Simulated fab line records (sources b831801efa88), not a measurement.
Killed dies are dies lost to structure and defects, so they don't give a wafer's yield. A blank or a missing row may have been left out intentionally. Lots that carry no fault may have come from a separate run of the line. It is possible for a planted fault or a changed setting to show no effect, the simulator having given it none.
What tool caused it? ; flow sky130 ; 12 lots, 36 wafers sampled, at 5 steps of a route of 708

== WHAT THE GAUGES READ, wafer by wafer ==
SKY_NWELL_THK_MEAS_02. Usual: for NWELL_OXIDATION_THK the level is 9.95 nm and the standard deviation is 0.2.
lot;measured;on;NWELL_OXIDATION_THK (nm);flag
L140;day 2 15:14;filmMetro-01;10.08 10.08 10.12;
L143;day 3 06:32;filmMetro-01;9.79 9.96 9.91;
L144;day 3 11:55;filmMetro-02;10.20 10.29 10.14;
L145;day 3 18:44;filmMetro-02;9.81 9.92 9.80;
L146;day 4 01:34;filmMetro-03;9.94 10.10 10.09;
L151;day 5 00:24;filmMetro-03;15.59 15.80 15.59 15.66 15.81 15.56;OFF
L153;day 5 09:31;filmMetro-03;16.09 16.16 15.90 16.10 16.14 15.89;OFF
L158;day 6 12:38;filmMetro-02;10.23 10.18 10.22;
L159;day 6 15:53;filmMetro-03;10.06 9.85 9.86;
L161;day 7 01:47;filmMetro-03;9.99 9.93 9.89;
L162;day 7 09:18;filmMetro-02;9.88 9.64 9.88;
L163;day 7 14:48;filmMetro-01;9.84 10.09 10.00;

SKY_SD_P_OVL_MEAS_08. Usual: for SD_P_OVL the level is -1.5 nm and the standard deviation is 1.4.
lot;measured;on;SD_P_OVL (nm);flag
L140;day 25 14:37;overlay-01;-0.3 -3.6 -1.5;
L143;day 26 23:56;overlay-02;-1.6 -0.4 -0.8;
L144;day 27 19:43;overlay-01;-1.6 -2.1 -2.1;
L145;day 27 19:31;overlay-02;-2.6 -2.6 -2.9;
L146;day 28 02:58;overlay-01;1.2 -1.3 0.8;
L151;day 29 12:52;overlay-01;-1.7 -3.0 -0.9;
L153;day 29 22:19;overlay-02;-4.0 -3.9 -3.5;
L158;day 31 17:52;overlay-02;-2.9 -1.5 -3.2;
L159;day 32 01:01;overlay-02;-3.4 -4.0 -2.1;
L161;day 32 13:31;overlay-02;-0.6 0.7 0.8;
L162;day 33 02:02;overlay-02;-3.7 -1.6 -2.0;
L163;day 33 08:02;overlay-01;0.5 1.5 -0.7;

SKY_SD_N_CD_MEAS_07: target cd 380 nm. Usual: cdNm reads 380.6 nm (standard deviation 2.4).
lot;measured;on;cdNm (nm);flag
L140;day 28 01:17;cdSem-01;380.6 382.2 384.5;
L143;day 29 09:40;cdSem-01;379.3 380.2 377.3;
L144;day 30 05:08;cdSem-02;383.3 381.8 383.0;
L145;day 30 04:49;cdSem-01;375.7 375.8 374.8;
L146;day 30 12:07;cdSem-01;378.7 384.4 379.3;
L151;day 31 19:46;cdSem-01;380.4 377.5 379.0;
L153;day 32 05:07;cdSem-01;380.1 381.9 382.7;
L158;day 33 22:35;cdSem-01;380.4 382.7 381.4;
L159;day 34 05:51;cdSem-01;378.9 379.4 378.8;
L161;day 34 18:59;cdSem-01;380.3 378.8 381.9;
L162;day 35 07:55;cdSem-01;378.3 379.7 379.5;
L163;day 35 12:39;cdSem-01;376.5 378.0 376.7;

== WHAT TOOL EACH LOT RAN ON (gives the tool, then ch and the chambers of the sampled wafers, and finally the start) ==
lot;SKY_NWELL_OXIDATION_01;SKY_VT_ADJUST_LVTN_STRIP_09
L140;furnace-01 ch 0, day 2 13:50;plasmaAsher-02 ch 0,1, day 6 23:11
L143;furnace-01 ch 0, day 3 05:08;plasmaAsher-01 ch 0,1, day 7 20:29
L144;furnace-02 ch 0, day 3 10:30;plasmaAsher-02 ch 0,1, day 8 05:02
L145;furnace-01 ch 0, day 3 17:19;plasmaAsher-02 ch 0,1, day 8 11:12
L146;furnace-01 ch 0, day 4 00:09;plasmaAsher-03 ch 0,1, day 8 19:36
L151;furnace-01 ch 0, day 4 20:42 and furnace-02 ch 0, day 4 23:01;plasmaAsher-03 ch 0,1, day 9 22:21
L153;furnace-01 ch 0, day 5 06:19 and furnace-02 ch 0, day 5 08:07;plasmaAsher-02 ch 0,1, day 10 09:39
L158;furnace-01 ch 0, day 6 11:14;plasmaAsher-02 ch 0,1, day 11 23:23
L159;furnace-01 ch 0, day 6 14:29;plasmaAsher-01 ch 0,1, day 12 04:56
L161;furnace-01 ch 0, day 7 00:23;plasmaAsher-03 ch 0,1, day 12 13:07
L162;furnace-02 ch 0, day 7 07:53;plasmaAsher-03 ch 0,1, day 13 02:15
L163;furnace-02 ch 0, day 7 13:23;plasmaAsher-02 ch 0,1, day 13 06:46
- SKY_NWELL_OXIDATION_01: stabilise 600 s, purge 300 s, target thk 10 nm.
- SKY_VT_ADJUST_LVTN_STRIP_09: strips in O2/N2.

== WHAT THE TOOLS THEMSELVES READ (means of the sampled wafers that have a number; where no wafer has one, the mark that the record gives instead) ==
SKY_NWELL_OXIDATION_01. Usual: oxTempCMax 903.2, standard deviation 0.93; zonePowerBottomPct 27.3 %, standard deviation 0.37.
lot;tool;oxTempCMax;zonePowerBottomPct (%);flag
L140;furnace-01;902.6;27.2;
L143;furnace-01;902.4;27.7;
L144;furnace-02;904.0;26.8;
L145;furnace-01;903.0;27.4;
L146;furnace-01;902.7;27.5;
L151;furnace-01/furnace-02;904.0;27.3;
L153;furnace-01/furnace-02;903.6;27.2;
L158;furnace-01;902.7;27.2;
L159;furnace-01;903.2;27.7;
L161;furnace-01;903.2;27.8;
L162;furnace-02;904.5;27.3;
L163;furnace-02;905.0;27.0;

SKY_VT_ADJUST_LVTN_STRIP_09. Usual: drypumpMotorCurrentA 5.9 A, standard deviation 0.41; n2FlowSccm 300.0 sccm, standard deviation 0.92; oesProductAu 0.722 a.u., standard deviation 0.0046; stripTimeToEndpointS 36.94 s, standard deviation 0.099.
lot;tool;drypumpMotorCurrentA (A);n2FlowSccm (sccm);oesProductAu (a.u.);stripTimeToEndpointS (s);flag
L140;plasmaAsher-02;5.9;300.6;0.729;37.09;
L143;plasmaAsher-01;5.3;299.9;0.721;36.98;
L144;plasmaAsher-02;5.9;299.3;0.724;36.85;
L145;plasmaAsher-02;5.9;299.2;0.724;36.86;
L146;plasmaAsher-03;6.4;300.9;0.723;36.86;
L151;plasmaAsher-03;6.4;300.9;0.721;36.92;
L153;plasmaAsher-02;5.9;300.7;0.722;36.95;
L158;plasmaAsher-02;5.9;299.9;0.722;37.12;
L159;plasmaAsher-01;5.4;299.7;0.723;36.97;
L161;plasmaAsher-03;6.2;300.4;0.720;36.78;
L162;plasmaAsher-03;6.2;299.2;0.720;36.96;
L163;plasmaAsher-02;5.9;300.4;0.726;37.00;

== THE ANSWER, worked out from the rows above alone ==
Rule: a lot counts as off when the mean over its wafers that have a number is more than 3 standard deviations away from the usual mean. A lot without any number at a reading at which 4 lots or more have one is off too. Any other lot the step has rows for is counted as sound. After the gauges, taken in route order, come the tools' own readings; for these a lot's mean is taken, as printed above. The first step at which some lot is off is used, and at that step the reading that is off furthest; a lot without a number counts as furthest.
Off: L151, L153, at SKY_NWELL_THK_MEAS_02 (NWELL_OXIDATION_THK).
If a tool, at a process step before that reading, ran all the lots that are off and no sound lot after the first of them, it fits. Gauges at SKY_NWELL_THK_MEAS_02: tried the same way as those tools. Not one of the candidates tried fits.

== WHAT HAD BEEN PUT IN BY THE SIMULATOR ==
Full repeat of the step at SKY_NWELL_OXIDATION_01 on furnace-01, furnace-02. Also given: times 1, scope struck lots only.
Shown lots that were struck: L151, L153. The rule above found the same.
